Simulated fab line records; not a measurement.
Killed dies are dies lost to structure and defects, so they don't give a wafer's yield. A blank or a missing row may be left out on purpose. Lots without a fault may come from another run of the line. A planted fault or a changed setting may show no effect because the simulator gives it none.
A single fault, viewed from 2 desks -- flow sky130 -- numbers are kept per desk, each desk with only its own; the story behind them comes last

## THE TOOL OWNER'S DESK: lpcvd-03
The tool's own readings at SKY_SONOS_ONO_CVD_04 (deposits SiO2 from SiH4/N2O, target thk 5.7199 nm): means of the sampled wafers that have a number, for each lot that ran on this tool. A lot is out of limits, marked OUT, if its mean lies more than 4 standard deviations from the usual mean; the brackets give that distance.
Columns: A = spike_tc_bottom_C at SKY_SONOS_ONO_CVD_04, usual 917.7 C; B = spike_tc_centre_C at SKY_SONOS_ONO_CVD_04, usual 899.1 C; C = spike_tc_lower_C at SKY_SONOS_ONO_CVD_04, usual 900.3 C; D = zone_power_centre_pct at SKY_SONOS_ONO_CVD_04, usual 20.2 %; E = zone_power_upper_pct at SKY_SONOS_ONO_CVD_04, usual 17.38 %
lot,first seen here,A,B,C,D,E
L823,day 11 16:09,919.2,900.2,899.9,20.5,17.36
L828,day 13 09:41,917.5,898.8,900.9,20.1,17.29
L831,day 14 10:43,916.7,899.3,900.5,19.9,17.42
L832,day 14 14:55,918.6,899.1,899.2,20.4,17.39
L838,day 16 20:43,916.9,918.0 (+19) OUT,897.5,27.0 (+20) OUT,14.10 (-18) OUT
Finding of this desk: L838 out of limits; the first was L838 at day 16 20:43, on spike_tc_centre_C at SKY_SONOS_ONO_CVD_04. L823, L828, L831, L832: within limits.

## METROLOGY DESK
What the gauges read, lot by lot, whatever tool the lot ran on: means of the sampled wafers that have a number. A lot is out of limits, marked OUT, if its mean lies more than 4 standard deviations from the usual mean; the brackets give that distance. Of its 11 readings 7 are shown: those that lie furthest out on some lot.
Columns: A = cd_nm at SKY_SONOS_TUNNEL_CD_MEAS_07, usual 409.7 nm; B = SONOS_TUNNEL_OVL at SKY_SONOS_TUNNEL_OVL_MEAS_08, usual -0.2 nm; C = SONOS_TUNNEL_TW at SKY_SONOS_TUNNEL_TW_MEAS_12, usual 196.9; D = SONOS_ONO_CVD_02_THK at SKY_SONOS_ONO_THK_MEAS_03, usual 10.49 nm; E = SONOS_ONO_CVD_04_THK at SKY_SONOS_ONO_THK_MEAS_05, usual 5.69 nm; F = SONOS_ONO_OVL at SKY_SONOS_ONO_OVL_MEAS_14, usual -0.6 nm; G = GATE_OXIDE_TW at SKY_GATE_OXIDE_TW_MEAS_14, usual 223.5
lot,first seen here,A,B,C,D,E,F,G
L823,day 11 11:39,406.8,-2.5,194.7,10.58,5.77,-0.9,225.6
L828,day 13 05:29,407.7,1.0,194.7,10.39,5.56,-3.2,220.4
L831,day 14 06:58,410.5,0.5,196.8,10.74,5.62,-0.4,221.5
L832,day 14 10:17,409.2,-1.5,196.2,10.40,5.69,0.1,220.4
L838,day 16 15:00,412.4,-1.4,200.2,10.44,5.98,-1.1,224.6
Finding of this desk: none of the 5 lots has anything out of limits.

## PUT TOGETHER
The tool owner's desk could have raised an alarm at day 16 20:43, on L838.
Metrology desk: nothing out of limits seen.
The metrology desk has L838 on record, within its limits.
On lpcvd-03, each named lot ran SKY_SONOS_ONO_CVD_04.

## WHAT THE SIMULATOR HAD PUT IN
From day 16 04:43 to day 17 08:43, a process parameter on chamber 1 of lpcvd-03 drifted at SKY_SONOS_ONO_CVD_04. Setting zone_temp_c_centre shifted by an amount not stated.
Lots struck among those shown: L838.
Time in hours from fault onset to the first out-of-limits reading at each desk: the tool owner's desk, 16.
